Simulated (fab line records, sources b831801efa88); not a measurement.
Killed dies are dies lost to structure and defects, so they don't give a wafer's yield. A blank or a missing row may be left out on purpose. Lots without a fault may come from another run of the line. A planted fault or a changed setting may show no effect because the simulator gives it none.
One fault seen from 2 desks | flow sky130 | each desk has only its own numbers; what lay behind them comes last

THE TOOL OWNER'S DESK: lpcvd-02
The tool's own readings at SKY_SPACER_CVD_00 (deposits Si3N4 from DCS/NH3, target thk 43.1 nm, time 740 s): means of the sampled wafers that have a number, for each lot that ran on this tool. A lot is out of limits, marked OUT, if its mean lies more than 4 standard deviations from the usual mean; the brackets give that distance. Of its 12 readings 7 are shown: the one that was out of limits first, and those that lie furthest out on some lot.
Columns: A = spike_tc_bottom_C at SKY_SPACER_CVD_00, usual 787.7 C; B = spike_tc_centre_C at SKY_SPACER_CVD_00, usual 771.0 C; C = spike_tc_lower_C at SKY_SPACER_CVD_00, usual 771.9 C; D = spike_tc_top_C at SKY_SPACER_CVD_00, usual 783.4 C; E = spike_tc_upper_C at SKY_SPACER_CVD_00, usual 770.1 C; F = susceptor_temp_C at SKY_SPACER_CVD_00, usual 770.0 C; G = zone_power_lower_pct at SKY_SPACER_CVD_00, usual 12.74 %
lot  | first seen here | A               | B               | C               | D               | E               | F                       | G
L685 | day 22 05:00    | 789.9           | 772.0           | 771.6           | 782.6           | 769.6           | 769.8                   | 12.80
L686 | day 23 04:07    | 841.4 (+23) OUT | 823.4 (+44) OUT | 822.3 (+42) OUT | 832.7 (+45) OUT | 821.0 (+39) OUT | 821.5 (+99 or more) OUT | 14.64 (+13) OUT
L687 | day 23 05:56    | 842.4 (+24) OUT | 824.4 (+45) OUT | 822.3 (+42) OUT | 832.5 (+45) OUT | 820.4 (+39) OUT | 821.7 (+99 or more) OUT | 14.79 (+14) OUT
L688 | day 23 15:56    | 842.4 (+24) OUT | 823.0 (+43) OUT | 822.8 (+42) OUT | 832.4 (+45) OUT | 820.4 (+39) OUT | 821.9 (+99 or more) OUT | 14.66 (+13) OUT
L695 | day 26 17:32    | 786.7           | 771.2           | 772.4           | 784.3           | 769.5           | 769.9                   | 12.86
L702 | day 29 04:59    | 785.2           | 771.1           | 772.2           | 783.0           | 770.0           | 769.6                   | 12.71
L700 | day 29 07:33    | 786.2           | 770.1           | 771.9           | 785.0           | 770.0           | 770.2                   | 12.74
L704 | day 29 14:29    | 791.4           | 773.2           | 770.1           | 782.4           | 768.8           | 769.6                   | 12.86
L705 | day 30 09:23    | 785.9           | 770.5           | 772.2           | 784.1           | 771.1           | 769.7                   | 12.68
L708 | day 30 22:26    | 785.4           | 770.3           | 773.1           | 784.8           | 770.8           | 770.3                   | 12.57
L707 | day 31 03:14    | 786.3           | 771.7           | 772.6           | 783.8           | 769.7           | 770.2                   | 12.68
This desk's finding: out of limits on L686, L687, L688; first on L686, day 23 04:07 (spike_tc_bottom_C at SKY_SPACER_CVD_00). In limits: L685, L695, L702, L700, L704, L705, L708, L707.

THE METROLOGY DESK
What the gauges read, lot by lot, whatever tool the lot ran on: means of the sampled wafers that have a number. A lot is out of limits, marked OUT, if its mean lies more than 4 standard deviations from the usual mean; the brackets give that distance.
Columns: A = cd_nm at SKY_POLY_GATE_CD_MEAS_13, usual 150.3 nm; B = SPACER_CVD_00_THK at SKY_SPACER_THK_MEAS_01, usual 43.1 nm
lot  | first seen here | A     | B
L685 | day 15 17:55    | 148.8 | 42.8
L686 | day 16 18:44    | 149.4 | 75.1 (+74) OUT
L687 | day 16 20:59    | 150.6 | 74.4 (+73) OUT
L688 | day 17 05:10    | 149.9 | 75.7 (+76) OUT
L695 | day 20 07:13    | 149.6 | 42.9
L702 | day 23 00:34    | 150.9 | 43.7
L700 | day 23 01:37    | 149.1 | 42.8
L704 | day 23 10:38    | 149.4 | 43.1
L705 | day 24 03:52    | 149.7 | 42.8
L708 | day 24 20:29    | 150.0 | 42.8
L707 | day 25 01:16    | 151.1 | 43.3
This desk's finding: out of limits on L686, L687, L688; first on L686, day 23 05:56 (SPACER_CVD_00_THK at SKY_SPACER_THK_MEAS_01). In limits: L685, L695, L702, L700, L704, L705, L708, L707.

PUT TOGETHER
The tool owner's desk could have raised an alarm at day 23 04:07, on L686, L687, L688.
The metrology desk could have raised an alarm at day 23 05:56, on L686, L687, L688.
Of the lots named, all ran SKY_SPACER_CVD_00 on lpcvd-02.

WHAT THE SIMULATOR HAD PUT IN
Process parameter drift: lpcvd-02, from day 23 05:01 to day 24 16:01, at SKY_SPACER_CVD_00. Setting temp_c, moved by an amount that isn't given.
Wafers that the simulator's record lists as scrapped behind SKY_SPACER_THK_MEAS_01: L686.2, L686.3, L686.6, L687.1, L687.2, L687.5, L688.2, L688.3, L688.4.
Lots struck among those shown: L686, L687, L688.
